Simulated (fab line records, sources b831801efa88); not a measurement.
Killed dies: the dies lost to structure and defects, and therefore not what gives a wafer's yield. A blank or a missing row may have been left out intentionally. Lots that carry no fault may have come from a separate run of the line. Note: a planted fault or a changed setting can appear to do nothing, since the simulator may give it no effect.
Comparing a struck lot with a sound one	flow sky130	17 out of 708 route steps
Sound: these wafers, L791.2, L791.3, L791.6. Struck: wafer L797.3. (L797.1, L797.5 of the same lot were not struck and are left out.) The cause comes at the end.
Each step with rows lists, per side, the tool, then ch with its chambers, then its first start. Under that, the readings that differ: sound wafers	struck wafers	difference of the means	sigmas: that difference in standard deviations of wafers without a fault.
alike: readings with means less than 2 such deviations apart, plus words and numbers identical on both sides. not compared: withheld readings, readings lacking a value on some wafer, bounds such as >300 that could conceal the same value, and numbers that have no deviation in the record and whose values overlap.
Wherever a step has rows on one side only, a row that says differs or no value, or a row with sigmas, the two part there. Numbers that have no deviation but don't overlap get no sigmas and don't part them. A reading missing from all wafers of one side parts the sides only when that side holds two or more wafers.

first, 3 steps without rows for these wafers: SKY_VIA1_EXPOSE_09 (exposes mask VIM, target cd 150 nm); SKY_VIA1_PEB_10; SKY_VIA1_DEVELOP_11 (develop time 60 s).
SKY_VIA1_CD_MEAS_12 targets a cd of 150 nm.
  sound on cd-sem-01 at day 35 18:55; struck on cd-sem-02 at day 36 15:31
  alike: cd-nm
SKY_VIA1_OVL_MEAS_13:
  sound on overlay-01 at day 35 19:01; struck on overlay-01 at day 36 15:38
  alike: VIA1_OVL
SKY_VIA1_ETCH_14: etches BARC in N2/H2, stops on SiO2, time 45.9 s, target depth 60 nm.
  sound on rie-diel-03 ch 2,3, day 35 19:03; struck on rie-diel-03 ch 3, day 36 15:40
  alike: drypump-motor-current-A, oes-product-au, rf-fwd-power-W, throttle-valve-pct
  not compared: rf-hours-counter-h
SKY_VIA1_ETCH_15: etches SiO2 in C4F8/O2/Ar, stops on TiN, target depth 351 nm, time 54 s.
  sound on rie-diel-03 ch 2,3, day 35 19:05; struck on rie-diel-03 ch 3, day 36 15:43
  alike: oes-product-au, rf-fwd-power-W
  not compared: rf-hours-counter-h
SKY_VIA1_STRIP_16: strips in O2/N2.
  sound on plasma-asher-03 ch 0,1, day 35 19:08; struck on plasma-asher-03 ch 0, day 36 15:46
  alike: drypump-motor-current-A, oes-product-au, strip-time-to-endpoint-s
  not compared: rf-hours-counter-h
then, 3 steps without rows for these wafers: SKY_VIA1_STRIP_17 (strips in post etch residue remover, time 1200 s); SKY_VIA1_CLEAN_18 (cleans in IPA, time 180 s); SKY_VIA1_CLEAN_19 (cleans in O3/DIW).
SKY_VIA1_SPUTTER_20: material TiN, target thk 20 nm, time 80 s.
  sound on pvd-sputter-03 at day 35 19:44; struck on pvd-sputter-04 at day 36 16:21
  alike: throttle-valve-pct
SKY_VIA1_CVD_21: deposits W, target thk 270 nm, time 80.902 s.
  sound on cvd-w-02 ch 0, day 35 19:47; struck on cvd-w-02 ch 0, day 36 16:25
reading	sound	struck	difference	sigmas
model.W_of_VIA1_CVD_21.thk-nm (nm)	264.6 268.6 264.7	247.7	-18.3	
  alike: heater-power-w
SKY_VIA1_RS_MEAS_22: uses a four-point probe to measure.
  sound on film-metro-03 at day 35 19:55; struck on film-metro-02 at day 36 16:31
reading	sound	struck	difference	sigmas
VIA1_W_RS (ohm/sq)	0.435 0.429 0.436	0.465	+0.032	+7
SKY_VIA1_THK_MEAS_23: measures by xrf.
  sound on film-metro-03 at day 35 20:01; struck on film-metro-02 at day 36 16:38
reading	sound	struck	difference	sigmas
VIA1_W_THK (nm)	259.9 263.7 260.7	243.3	-18.1	-7
SKY_VIA1_CMP_24: polishes, stops on SiO2, t overpolish 15 s, target thk 0 nm.
  sound on cmp-01 ch 0,1,2, day 35 20:07; struck on cmp-01 ch 0, day 36 16:41
  alike: motor-current-A, slurry-filter-dp-kPa
-- the record jumps here: 12 days lie between the struck wafers' starts before and after (it left off in module VIA1 and takes up again in module PAD_OPEN, whose first step shown is number 708 of the route) --
SKY_PAD_OPEN_PROBE_99:
  the record has rows for the struck wafers here (prober-01, day 48 12:00) and none for the sound ones

## WHERE THEY PART
At SKY_VIA1_RS_MEAS_22 first; at SKY_PAD_OPEN_PROBE_99 last (within this record only).

WHY: the cause the simulator had injected
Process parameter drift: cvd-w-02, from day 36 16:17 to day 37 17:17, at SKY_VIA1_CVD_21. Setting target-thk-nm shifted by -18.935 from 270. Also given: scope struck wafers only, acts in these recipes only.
